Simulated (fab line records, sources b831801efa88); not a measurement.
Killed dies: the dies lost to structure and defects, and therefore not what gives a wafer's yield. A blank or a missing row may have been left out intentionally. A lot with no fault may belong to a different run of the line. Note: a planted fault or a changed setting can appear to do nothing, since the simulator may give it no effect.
Matching of chambers | flow sky130 | 4 sister chambers for SKY_FIELD_ISO_ETCH_15 on rieDiel-04
The step etches the open film in CHF3/O2, stops on Si, target depth 180 nm, time 72 s. 8 wafers are shown with their chamber, then 12 later ones without.

WAFERS, EACH WITH ITS CHAMBER
wafer  | chamber | drypumpMotorCurrentA (A) | throttleValvePct (%)
L083.3 | 3       | 6.1                      | 8.855
L083.5 | 3       | 6.1                      | 8.856
L085.1 | 1       | 6.0                      | 8.831
L085.3 | 2       | 5.9                      | 8.843
L085.6 | 2       | 5.9                      | 8.849
L087.1 | 0       | 5.3                      | 8.840
L087.3 | 1       | 6.0                      | 8.836
L087.6 | 0       | 5.2                      | 8.831

WAFERS MISSING THEIR CHAMBER
wafer  | drypumpMotorCurrentA (A) | throttleValvePct (%)
L089.3 | 5.9                      | 8.842
L089.4 | 6.1                      | 8.850
L089.5 | 5.9                      | 8.844
L090.1 | 5.9                      | 8.830
L090.2 | 6.0                      | 8.847
L090.3 | 6.1                      | 8.839
L093.2 | 5.3                      | 8.846
L093.5 | 6.1                      | 8.839
L093.6 | 5.9                      | 8.843
L096.1 | 5.9                      | 8.859
L096.5 | 5.2                      | 8.851
L096.6 | 6.1                      | 8.859

CHAMBER TAKEN BY EACH
wafer  | from the rows above          | in truth
L089.3 | 2                            | 2
L089.4 | 3                            | 3
L089.5 | 2                            | 2
L090.1 | can't be placed: 1 or 2      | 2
L090.2 | can't be placed: 2 or 1 or 3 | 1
L090.3 | can't be placed: 1 or 3      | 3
L093.2 | 0                            | 0
L093.5 | can't be placed: 1 or 3      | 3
L093.6 | 2                            | 2
L096.1 | 2                            | 2
L096.5 | 0                            | 0
L096.6 | 3                            | 3
8 of 12 placed correctly. Cannot be placed on the basis of these rows: 4; the candidates contain the true chamber in 4. Wrongly placed: 0.
How it was worked out, from the rows above alone: a wafer's distance from a chamber is the root of the sum, over the readings, of the square of ((its reading less the chamber's mean) divided by the reading's scatter). The wafer belongs to the nearest chamber; if the next one is less than 2 further off, it can't be placed. A chamber's mean is the mean of its shown wafers. How the scatter is found: for the shown wafers, subtract from each reading the mean of its chamber, square and add these, divide the total by (wafers less chambers), then take the root.
